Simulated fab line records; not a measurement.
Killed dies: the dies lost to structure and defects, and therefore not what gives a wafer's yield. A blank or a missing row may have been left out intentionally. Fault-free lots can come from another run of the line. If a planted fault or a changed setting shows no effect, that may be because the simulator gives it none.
Struck lot and sound lot, side by side / flow sky130 / 17 steps out of a route of 708
Sound: the wafers L676.1, L676.3, L676.5. The struck wafers were L688.2, L688.3, L688.6. The cause is named last.
At each step with rows: each side's tool, then ch and its chambers, then its first start. Under that, the readings that differ: sound wafers / struck wafers / difference of the means / sigmas: that difference in standard deviations of wafers without a fault.
alike: words and numbers the same on both sides, and readings whose means are apart by under 2 such deviations; not compared: readings that were withheld, readings missing a value for some wafer, numbers with overlapping values and no deviation given by the record, and bounds like >300 which may hide the same value.
The two part at a step that has a row with sigmas, a row that says differs or no value, or rows on one side only. Numbers that have no deviation but don't overlap get no sigmas and don't part them. Lack of a reading on every wafer of one side parts them only where that side has two or more wafers.

first, 5 steps without rows for these wafers: SKY_SD_N_COAT_02 (resist thk 1140 nm); SKY_SD_N_SOFTBAKE_03 (time 60 s); SKY_SD_N_EXPOSE_04 (exposes mask NSDM, target cd 380 nm); SKY_SD_N_PEB_05; SKY_SD_N_DEVELOP_06 (develop time 60 s).
SKY_SD_N_CD_MEAS_07: target cd 380 nm.
  sound on cdSem-02 at day 29 23:43; struck on cdSem-01 at day 33 21:08
  alike: cdNm
SKY_SD_N_OVL_MEAS_08:
  sound on overlay-02 at day 29 23:50; struck on overlay-01 at day 33 21:15
  alike: SD_N_OVL
then, 2 steps without rows for these wafers: SKY_SD_N_IMPLANT_09; SKY_SD_N_IMPLANT_10.
SKY_SD_N_STRIP_11: strips in O2/N2.
  sound on plasmaAsher-04 ch 1, day 30 00:11; struck on plasmaAsher-04 ch 0,1, day 33 21:35
  alike: chamberPressureMTorr, drypumpMotorCurrentA, o2FlowSccm, oesProductAu, stripTimeToEndpointS
  not compared: rfHoursCounterH
SKY_SD_N_TW_MEAS_12:
  sound on filmMetro-02 at day 30 00:17; struck on filmMetro-01 at day 33 21:41
  alike: SD_N_TW
then, 1 step without rows for these wafers: SKY_SD_N_CLEAN_13 (cleans in SC1/SC2, time 150 s).
SKY_SD_N_RTA_14: time 2 s.
  sound on rtpAnneal-02 ch 0, day 30 00:23; struck on rtpAnneal-01 ch 0, day 33 21:49
reading=lampPowerPct (%); sound=15.72 15.71 15.80; struck=15.27 15.34 15.30; difference=-0.44; sigmas=-8
  alike: wafer_temp_C_max
SKY_SD_N_RS_MEAS_16: measures by four-point-probe.
  sound on filmMetro-01 at day 30 00:34; struck on filmMetro-04 at day 33 22:24
reading=SD_N_RS (ohm/sq); sound=68.71 68.67 68.80; struck=71.11 70.72 70.97; difference=+2.21; sigmas=+20
  not compared: hold
SKY_SD_N_RS_MEAS_17: measures by four-point-probe.
  sound on filmMetro-01 at day 30 00:41; struck on filmMetro-04 at day 34 02:02
reading=SD_P_RS (ohm/sq); sound=147.5 147.5 147.3; struck=160.1 159.2 159.8; difference=+12.3; sigmas=+33
  not compared: hold
SKY_SD_N_RS_MEAS_18: measures by four-point-probe.
  sound on filmMetro-01 at day 30 00:48; struck on filmMetro-04 at day 34 08:30
reading=hold; sound=- - -; struck=awaitDispo/6.3h/release awaitDispo/6.3h/release awaitDispo/6.3h/release; difference=no value on the sound wafers; sigmas=
  alike: RES_XHIGH_RS
-- a jump in the record: the struck wafers' starts before and after are 16 days apart (it breaks off in module SD_N and resumes in module PAD_OPEN, where the first step shown is number 708 of the route) --
SKY_PAD_OPEN_PROBE_99:
  sound on prober-02 at day 47 10:26; struck on prober-02 at day 50 01:25
reading=model.etest.resXhighPo.lineOhmUm; sound=5932 5725 5684; struck=6104 6189 6245; difference=+399; sigmas=
reading=model.etest.resXhighPo.rsOhmSq; sound=2077 1996 2017; struck=2139 2179 2186; difference=+138; sigmas=
reading=model.etest.pfet_01v8.rOnOhmUm; sound=2902 2886 2899; struck=2965 3030 3021; difference=+110; sigmas=
reading=model.etest.resPdiff.lineOhmUm; sound=1392 1427 1409; struck=1471 1523 1497; difference=+88; sigmas=
reading=model.etest.tipP.rsOhmSq; sound=6795 6834 6865; struck=6988 7001 6902; difference=+132; sigmas=
reading=model.etest.resHighPo.lineOhmUm; sound=749.7 741.1 742.2; struck=825 802.1 800.4; difference=+65; sigmas=
reading=model.etest.liconHighPo.rcOhm; sound=364.3 355.8 355.9; struck=410.4 421.8 421.9; difference=+59.4; sigmas=
reading=model.etest.resNdiff.lineOhmUm; sound=761.9 750.1 761.2; struck=782.6 794.5 794.3; difference=+32.7; sigmas=
  alike: killed_at_M0_to_M3, killed_at_M4_up, killedAtContacts, killedAtFrontEnd, killedAtOther, killedDies, killedOpen, killedShort

## WHERE THEY PART
Earliest at SKY_SD_N_RTA_14; latest, in this record, at SKY_SD_N_RS_MEAS_18. Later steps at which nothing parts them and some readings are alike: SKY_PAD_OPEN_PROBE_99.

WHY: what had been put in by the simulator
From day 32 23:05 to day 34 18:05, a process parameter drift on rtpAnneal-01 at SKY_SD_N_RTA_14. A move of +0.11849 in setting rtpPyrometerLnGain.
